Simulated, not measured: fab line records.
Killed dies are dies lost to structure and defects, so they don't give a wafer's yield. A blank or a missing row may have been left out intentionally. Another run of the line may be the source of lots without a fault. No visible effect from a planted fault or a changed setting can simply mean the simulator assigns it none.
Code-filled problem report in 8D (eight disciplines) form | flow gf180mcu | the parts of the form that need people (team, actions taken, sign-off) are left out

## 1. WHAT IS WRONG
V3_CVD_02_THK at GF_V3_THK_MEAS_03 reads a mean of 762 nm on 2 wafers of 2 lots; wafers without a fault read 848 nm with a standard deviation of 11. That is -7.8 standard deviations from the usual mean.
Earliest sighting: wafer L374.5 on film_metro-02 at day 28 06:41. The record has a number at this step for 32 wafers belonging to 11 lots. By rule, "out" or "out of limits" means more than 4 standard deviations away from the usual mean. All remaining wafers that have a number are taken as sound.

## 2. WHAT THIS IS AND IS NOT
question                    | is                           | is not
which readings at this step | V3_CVD_02_THK                | -
which lots                  | L374, L376                   | L355, L356, L357, L359, L360, L362, L366, L375, L377
which wafers of those lots  | L374.5, L376.5               | L374.4, L376.1, L376.6
read on which gauges        | film_metro-01, film_metro-02 | film_metro-04
when                        | from day 28 06:41            | up to then (22 sound wafers); but 8 sound wafers of L375, L376, L377 came after

## 3. SUSPECTS, AND WHAT RULES EACH OUT
Counting: any tool at a process step up to the reading remains a suspect provided it ran every lot that is out. Sound lots after the first of them don't rule it out here, since some wafers of a struck lot are sound.
- ruled out: the gauge at GF_V3_THK_MEAS_03. 2 gauges (film_metro-01, film_metro-02) read the wafers that are out.
- pecvd-03 at GF_V3_CVD_02 (deposits SiO2 from TEOS, target thk 850 nm, time 94.851 s): kept. It ran every lot that is out, first L374 (day 28 06:37); its last sound lot up to then is L366 (day 25 13:37). Its own run_length_s readings are out on those wafers.
- Within pecvd-03 at GF_V3_CVD_02: the wafers that are out ran in chamber 1; their sound lot-mates ran in chambers 0, 2.
Remaining after the count: pecvd-03 at GF_V3_CVD_02.

## 4. THE CAUSE (what the simulator had put in)
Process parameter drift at GF_V3_CVD_02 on pecvd-03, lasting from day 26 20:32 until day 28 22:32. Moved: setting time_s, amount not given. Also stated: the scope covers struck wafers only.
Counting left only this tool.

## 5. THE EFFECT CHAIN, in route order
Each row: a reading where the mean over the struck wafers with a number is more than 3 standard deviations away from the usual. Only readings whose record carries a usual standard deviation are examined. hours: median over the lots of the time between each lot's start at the first step of this table that gives one and its start at this step. sigmas: the change, counted in usual standard deviations.
hours | step              | reading            | usual   | on struck wafers | change | sigmas
0     | GF_V3_CVD_02      | run_length_s       | 122.7 s | 113.4            | -9.3   | -18
0     | GF_V3_THK_MEAS_03 | V3_CVD_02_THK      | 848 nm  | 762              | -86    | -7.8
0     | GF_V3_CMP_04      | time_to_endpoint_s | 81 s    | 48               | -34    | -7.0
Its process steps:
- GF_V3_CVD_02: deposits SiO2 from TEOS, target thk 850 nm, time 94.851 s.
- GF_V3_CMP_04: polishes SiO2.

## 6. WHAT WOULD HAVE CAUGHT IT SOONER
In this record the first reading out of limits at a measuring or inspecting step was taken at day 28 06:41, 34 hours after the fault began at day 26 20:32.
Tool's own readings at GF_V3_CVD_02, run_length_s: out on all struck wafers the step has rows for; an alarm limit on them would have tripped on the first.
L376, from the lots that are out (2), started GF_V3_CVD_02 on pecvd-03 later than day 28 06:41. A hold on the tool at that time would have spared it.
